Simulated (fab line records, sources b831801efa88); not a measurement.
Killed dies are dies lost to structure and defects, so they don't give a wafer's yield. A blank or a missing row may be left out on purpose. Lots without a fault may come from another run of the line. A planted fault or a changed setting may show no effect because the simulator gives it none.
One fault seen from 2 desks | flow gf180mcu | each desk has only its own numbers; what lay behind them comes last

THE TOOL OWNER'S DESK: litho_track-02
The tool's own readings at GF_VT_IMPLANT_SOFTBAKE_14 (time 60 s): means of the sampled wafers that have a number, for each lot that ran on this tool. A lot is out of limits, marked OUT, if its mean lies more than 4 standard deviations from the usual mean; the brackets give that distance.
Columns: A = chill_plate_temp_C at GF_VT_IMPLANT_SOFTBAKE_14, usual 23.00 C; B = run_length_s at GF_VT_IMPLANT_SOFTBAKE_14, usual 89.11 s
lot  | first seen here | A     | B
L963 | day 6 09:14     | 23.05 | 89.13
L972 | day 8 17:58     | 23.02 | 101.11 (+52) OUT
L973 | day 8 22:21     | 23.00 | 100.95 (+51) OUT
L985 | day 11 22:37    | 22.95 | 89.02
This desk's finding: out of limits on L972, L973; first on L972, day 8 17:58 (run_length_s at GF_VT_IMPLANT_SOFTBAKE_14). In limits: L963, L985.

THE METROLOGY DESK
What the gauges read, lot by lot, whatever tool the lot ran on: means of the sampled wafers that have a number. A lot is out of limits, marked OUT, if its mean lies more than 4 standard deviations from the usual mean; the brackets give that distance.
Columns: A = MVSD_TW at GF_MVSD_TW_MEAS_11, usual 1565; B = DUAL_GATE_OVL at GF_DUAL_GATE_OVL_MEAS_11, usual -0.4 nm; C = POLY_GATE_CVD_00_THK at GF_POLY_GATE_THK_MEAS_01, usual 199.4 nm
lot  | first seen here | A    | B    | C
L962 | day 4 14:41     | 1582 | 0.0  | 199.0
L963 | day 4 20:10     | 1543 | -0.4 | 200.1
L964 | day 5 02:41     | 1549 | -2.1 | 196.6
L969 | day 6 06:10     | 1580 | -0.8 | 198.5
L972 | day 6 23:50     | 1549 | 0.9  | 202.2
L973 | day 7 05:02     | 1578 | -0.2 | 199.0
L974 | day 7 11:47     | 1564 | 0.3  | 199.9
L975 | day 7 16:32     | 1555 | -0.3 | 198.5
L976 | day 7 22:23     | 1585 | 0.8  | 199.9
L979 | day 8 16:20     | 1548 | -1.0 | 200.2
L982 | day 9 07:52     | 1557 | -0.6 | 201.9
L983 | day 9 13:58     | 1553 | -1.0 | 195.8
L984 | day 9 19:38     | 1555 | -0.0 | 200.3
L985 | day 10 00:16    | 1553 | -1.0 | 200.5
This desk's finding: nothing out of limits on any of the 14 lots.

PUT TOGETHER
The tool owner's desk could have raised an alarm at day 8 17:58, on L972, L973.
The metrology desk saw nothing out of limits.
The metrology desk has L972, L973 on record, within its limits.
Of the lots named, all ran GF_VT_IMPLANT_SOFTBAKE_14 on litho_track-02.

WHAT THE SIMULATOR HAD PUT IN
Process parameter drift: litho_track-02, from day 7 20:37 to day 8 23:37, at GF_VT_IMPLANT_SOFTBAKE_14. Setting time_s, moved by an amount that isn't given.
Lots struck among those shown: L972, L973.
Hours from the fault's start to each desk's first reading out of limits: the tool owner's desk, 21.
